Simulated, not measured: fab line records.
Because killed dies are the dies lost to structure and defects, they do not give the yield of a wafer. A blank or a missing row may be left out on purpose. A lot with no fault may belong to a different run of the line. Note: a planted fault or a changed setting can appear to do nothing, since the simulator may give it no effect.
Matching of chambers | flow sfq line | cmp-02 running SFQ_TRILAYER_I2_CMP_CMP_064: 4 sister chambers
The step polishes SiO2. 16 wafers are shown with their chamber, then 8 later ones without.

WAFERS, EACH WITH ITS CHAMBER
wafer  | chamber | motor current A (A) | retaining ring pressure frac | slurry filter dp kPa (kPa)
L508.3 | 3       | 10.9                | 1.000                        | 13.39
L508.4 | 2       | 10.0                | 1.004                        | 13.38
L508.5 | 2       | 10.8                | 1.002                        | 13.49
L510.1 | 3       | 10.9                | 0.998                        | 13.30
L510.3 | 0       | 11.0                | 0.997                        | 13.39
L510.4 | 2       | 10.8                | 1.008                        | 13.52
L511.1 | 1       | 11.2                | 1.003                        | 13.37
L511.4 | 2       | 10.2                | 0.994                        | 13.43
L511.6 | 3       | 11.2                | 0.998                        | 13.67
L513.2 | 2       | 10.5                | 0.999                        | 13.59
L513.3 | 1       | 11.8                | 1.003                        | 13.64
L513.6 | 1       | 11.3                | 1.001                        | 13.51
L520.4 | 1       | 11.2                | 0.995                        | 13.43
L520.5 | 2       | 10.5                | 1.006                        | 13.54
L520.6 | 1       | 11.3                | 0.999                        | 13.58
L521.2 | 0       | 11.2                | 1.001                        | 13.48

SIGNATURES, as means of the wafers listed above
reading                      | chamber 0 | chamber 1 | chamber 2 | chamber 3 | scatter within a chamber
motor current A              | 11.100    | 11.360    | 10.467    | 11.000    | 0.265
retaining ring pressure frac | 0.99900   | 1.00020   | 1.00217   | 0.99867   | 0.00392
slurry filter dp kPa         | 13.4350   | 13.5060   | 13.4917   | 13.4533   | 0.114
Rule: distance of a wafer from a chamber = root of the sum over the readings of ((wafer's reading minus chamber's mean) / reading's scatter) squared. The wafer belongs to the nearest chamber; if the next one is less than 2 further off, it can't be placed. The scatter is the square root of a quotient: the sum, over the shown wafers, of each reading's squared deviation from its chamber's mean, divided by wafers minus chambers.

WAFERS WITHOUT THEIR CHAMBER
wafer  | motor current A (A) | retaining ring pressure frac | slurry filter dp kPa (kPa)
L521.5 | 10.6                | 0.999                        | 13.45
L521.6 | 10.9                | 0.997                        | 13.46
L528.3 | 10.8                | 0.995                        | 13.47
L528.5 | 11.1                | 0.998                        | 13.42
L528.6 | 10.9                | 1.005                        | 13.62
L530.1 | 10.7                | 1.000                        | 13.44
L530.3 | 10.9                | 0.993                        | 13.38
L530.5 | 10.4                | 0.990                        | 13.81

EACH ONE'S CHAMBER
wafer  | from the rows above               | in truth
L521.5 | can't be placed: 2 or 3 or 0 or 1 | 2
L521.6 | can't be placed: 3 or 0 or 1 or 2 | 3
L528.3 | can't be placed: 3 or 0 or 2 or 1 | 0
L528.5 | can't be placed: 0 or 3 or 1      | 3
L528.6 | can't be placed: 2 or 3 or 1 or 0 | 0
L530.1 | can't be placed: 2 or 3 or 0 or 1 | 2
L530.3 | can't be placed: 3 or 0 or 1 or 2 | 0
L530.5 | can't be placed: 2 or 3 or 0 or 1 | 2
Correctly placed: 0 of 8. Unplaceable from these rows: 8, with the true chamber sitting among the candidates in 8. 0 placed wrongly.
